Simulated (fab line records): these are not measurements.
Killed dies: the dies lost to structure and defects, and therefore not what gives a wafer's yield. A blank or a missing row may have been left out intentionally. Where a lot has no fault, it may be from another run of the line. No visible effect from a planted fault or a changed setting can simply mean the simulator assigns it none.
fab line records    flow sfq_line
record: lots: 13  wafers: 39  last_day: 87
route steps=325 shown I2@114
lots that met no fault: taken from a fault-free run of the same line
start_h: hours from the record's first day to the start of the lot's first wafer shown    wait_h: time in hours since the lot's previous step    " repeats the value in the row above    L1.1+2: a row that stands for several wafers    - no value, or no start was given    * or withheld: withheld    < > ~ a bound
route shown NAME@n: a module of which the file shows steps, and the number in the route of the first    usual: mean/standard deviation of fault-free wafers    same: alike in all rows    chamber/n: place in a boat    sites: per-site readings    _std_site: the standard deviation of these    _edge_site: the outer-site mean with the inner-site mean subtracted    radius_mm: how far each site lies from the wafer's centre    mask NAME#n: copy n    behind: the most recent tool/chamber to have shaped the wafer    hold: why the lot was held/for how many hours/how that ended    device: the transistor (n, p or np) that didn't switch    end of line: tests of these same wafers at the route's end    where a step has no rows: the recipe by itself    killed: count of dies lost to structure and defects at first sort (not the wafer's yield)    map: per-die view of a wafer (x killed, . not killed, _ where there is no die)
set.NAME: the setting as run; set.NAME@STEP: as run at that earlier step    model.NAME: the simulator's own value behind a step, which no gauge read
the route's steps for a sample of lots (tables are steps, rows are wafers)
services: the hour from which a tool's chamber was out of use, counted from the record's first day as start_h (under 0 if before that day), plus the number of hours and why
== steps ==
step: SFQ_TRILAYER_I2_VIA_BARC_OPEN_VIA_ETCH_096
recipe: mask_material: PR  chemistry: O2  target_depth_nm: 125  target: BARC  source_w: 500  bias_w: 80  pressure_mtorr: 30  time_s: 41.7
usual: drypump_motor_current_A: 5.6/0.6  oes_product_au: 0.685/0.0045  run_length_s: 70.0/0.48
lot.wafer  tool         chamber  start_h  wait_h  drypump_motor_current_A  oes_product_au  rf_hours_counter_h  run_length_s
L439.4     rie_diel-04  3        701.26   0.0     6.0                      0.685           3                   71.0
L439.5     "            3        "        "       6.0                      0.682           -                   70.7
L439.6     "            2        "        "       5.2                      0.688           -                   69.3
L440.1     rie_diel-04  1        713.26   0.0     4.9                      0.692           22                  69.7
L440.2     "            2        "        "       5.1                      0.681           6                   69.4
L440.3     "            3        "        "       6.0                      0.680           3                   70.6
L441.1     rie_diel-04  3        778.22   0.0     6.0                      0.683           4                   71.1
L441.2     "            1        "        "       4.9                      0.675           23                  69.5
L441.6     "            0        "        "       5.1                      0.684           -                   70.0
L442.1     rie_diel-03  2        781.82   0.0     6.4                      0.681           0                   70.2
L442.2     "            0        "        "       6.2                      0.679           13                  70.3
L442.4     "            3        "        "       5.8                      0.684           -                   70.0
L443.3     rie_diel-02  2        783.02   0.0     6.3                      0.685           0                   69.5
L443.4     "            0        "        "       6.0                      0.680           7                   70.2
L443.5     "            2        "        "       6.3                      0.689           -                   69.5
L444.3     rie_diel-04  3        787.82   0.0     6.0                      0.686           4                   71.0
L444.4     "            0        "        "       5.1                      0.682           -                   69.8
L444.5     "            1        "        "       4.9                      0.682           -                   69.5
L445.1     rie_diel-02  3        916.07   0.0     5.7                      0.689           6                   70.3
L445.4     "            0        "        "       6.0                      0.678           9                   69.8
L445.6     "            0        "        "       6.0                      0.675           -                   70.2
L446.1     rie_diel-02  2        924.60   0.0     6.3                      0.694           2                   69.5
L446.5     "            1        "        "       4.8                      0.689           -                   70.5
L446.6     "            2        "        "       6.3                      0.687           -                   69.8
L447.2     rie_diel-02  1        939.22   0.0     4.8                      0.689           11                  71.0
L447.3     "            3        "        "       5.7                      0.683           6                   70.2
L447.5     "            1        "        "       4.8                      0.690           -                   70.8
L448.1     rie_diel-03  1        946.55   0.0     6.8                      0.681           6                   69.9
L448.3     "            2        "        "       6.4                      0.678           3                   70.4
L448.4     "            0        "        "       6.1                      0.689           15                  70.0
L454.1     rie_diel-04  1        998.27   0.0     4.9                      0.729           1                   66.6
L454.2     "            2        "        "       5.1                      0.731           10                  66.3
L454.3     "            0        "        "       5.1                      0.684           3                   70.1
L460.2     rie_diel-02  2        1057.23  0.0     6.2                      0.680           4                   69.3
L460.3     "            0        "        "       6.0                      0.685           11                  70.3
L460.5     "            1        "        "       4.8                      0.686           -                   70.5
L462.1     rie_diel-02  0        1075.23  0.0     6.0                      0.682           11                  70.3
L462.3     "            1        "        "       4.8                      0.683           14                  70.9
L462.5     "            0        "        "       6.0                      0.681           -                   70.0
== services ==
tool         chamber  start_h  hours  kind
rie_diel-04  2        690.26   10.6   repair
rie_diel-03  3        699.08   6.0    repair
rie_diel-03  2        700.94   7.6    repair
rie_diel-02  0        703.97   16.7   repair
rie_diel-03  2        720.85   9.0    repair
rie_diel-02  2        749.47   2.5    repair
rie_diel-04  -        752.43   0.6    repair
rie_diel-04  2        771.79   19.3   repair
rie_diel-03  1        776.95   6.9    repair
rie_diel-02  2        784.29   9.1    repair
rie_diel-04  3        788.19   3.5    repair
rie_diel-04  3        810.86   10.1   repair
rie_diel-03  -        824.24   0.4    repair
rie_diel-03  3        851.73   9.6    repair
rie_diel-04  0        857.66   2.5    repair
rie_diel-02  1        888.43   4.5    repair
rie_diel-02  -        891.72   0.1    repair
rie_diel-04  1        896.74   5.3    repair
rie_diel-04  2        898.43   14.4   repair
rie_diel-02  1        944.11   5.2    repair
rie_diel-02  3        948.62   17.2   repair
rie_diel-02  0        975.50   3.8    repair
rie_diel-04  2        1065.81  6.3    repair
rie_diel-02  1        1068.50  1.5    repair
== key ==
first_sign: step: SFQ_TRILAYER_I2_VIA_BARC_OPEN_VIA_ETCH_096  reading: oes_product_au  direction: up  sigmas: 9.8  usual: 0.685  struck: 0.730
effect: step: SFQ_TRILAYER_I2_VIA_BARC_OPEN_VIA_ETCH_096  reading: run_length_s  direction: down  sigmas: 7.5  usual: *  struck: *
met_at SFQ_TRILAYER_I2_VIA_BARC_OPEN_VIA_ETCH_096
struck_lots L454
struck_wafers L454.1,L454.2
onset_between 787.82 998.27
fault: kind: process_parameter_drift  tool: rie_diel-04  chamber: -  onset_h: 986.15  steps: SFQ_TRILAYER_I2_VIA_BARC_OPEN_VIA_ETCH_096  channel: time_s  offset: *  shape: step  end_h: 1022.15  scope: struck_wafers_only  acts_in: *  stated: *
